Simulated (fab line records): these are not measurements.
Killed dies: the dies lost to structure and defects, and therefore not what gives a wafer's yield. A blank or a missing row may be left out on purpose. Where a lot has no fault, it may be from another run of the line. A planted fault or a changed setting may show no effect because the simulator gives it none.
Problem report in the 8D (eight disciplines) form, filled by code + flow sky130 + the parts of the form that need people (team, actions taken, sign-off) are left out

== 1. THE PROBLEM ==
At SKY_PAD_OPEN_PROBE_99, killed at contacts averages 320 over 2 wafers from 2 lots, while fault-free wafers read 24, standard deviation 5.8. Relative to the usual mean, that is a shift of +51 standard deviations.
First observed at day 48 05:10: wafer L313.5, on prober-02. At this step, 2 wafers from 2 lots have a number in the record. By rule, "out" or "out of limits" means more than 4 standard deviations away from the usual mean. The rest of the wafers with a number are treated as sound.

== 2. WHAT IT IS; WHAT IT IS NOT ==
| question                    | is                                             | is not                                                |
|-----------------------------|------------------------------------------------|-------------------------------------------------------|
| which readings at this step | killed at contacts, killed dies, killed on rim | killed_at_M4_up, killed at front end, killed at other |
| which lots                  | L312, L313                                     | -                                                     |
| which wafers of those lots  | all that have a number                         | -                                                     |
| read on which tools         | prober-01, prober-02                           | -                                                     |
| when                        | from day 48 05:10                              | up to then (0 sound wafers)                           |

== 3. THE SUSPECTS, EACH WITH WHAT RULES IT OUT ==
Counting: a tool stays on the suspect list if, at a process step up to the reading, it processed all lots that are out and no sound lot following the first of them.
- cmp-01 at SKY_LI_CONTACT_CMP_02 (polishes PSG): kept. It ran every lot that is out, first L313 (day 31 05:17), and no sound lot after that.
Remaining after the count: cmp-01 at SKY_LI_CONTACT_CMP_02.

== 4. THE CAUSE (what the simulator had put in) ==
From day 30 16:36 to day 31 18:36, cmp-01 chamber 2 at SKY_LI_CONTACT_CMP_02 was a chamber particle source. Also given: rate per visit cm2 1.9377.
After counting, this tool was the only one left.

== 5. THE EFFECT CHAIN, in route order ==
Rows list readings where the struck wafers' mean (over those with a number) sits beyond 3 standard deviations from the usual. Readings are gone through only where the record gives a usual standard deviation; hours: the median, over the lots, of the time from a lot's start at the first step in this table giving one to that lot's start at this step; sigmas: the change measured in usual standard deviations.
| hours | step                  | reading            | usual | on struck wafers | change | sigmas |
|-------|-----------------------|--------------------|-------|------------------|--------|--------|
| 0     | SKY_PAD_OPEN_PROBE_99 | killed at contacts | 24    | 320              | +296   | +51    |
| 0     | SKY_PAD_OPEN_PROBE_99 | killed dies        | 86    | 356              | +270   | +28    |
| 0     | SKY_PAD_OPEN_PROBE_99 | killed on rim      | 17    | 71               | +54    | +15    |
It contains these process steps:
- SKY_PAD_OPEN_PROBE_99

== 6. HOW IT WOULD HAVE BEEN CAUGHT EARLIER ==
In this record no reading fell out of limits until day 48 05:10, 421 hours after the fault had begun at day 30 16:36.
Of the tool readings at SKY_LI_CONTACT_CMP_02 for which the record gives a usual standard deviation, none was out on any struck wafer, so an alarm limit of 4 standard deviations on them would not have fired.
By day 48 05:10 the whole set of lots that are out, 2 in number, had already begun SKY_LI_CONTACT_CMP_02 on cmp-01. Holding the tool at that point would not have protected any of them.
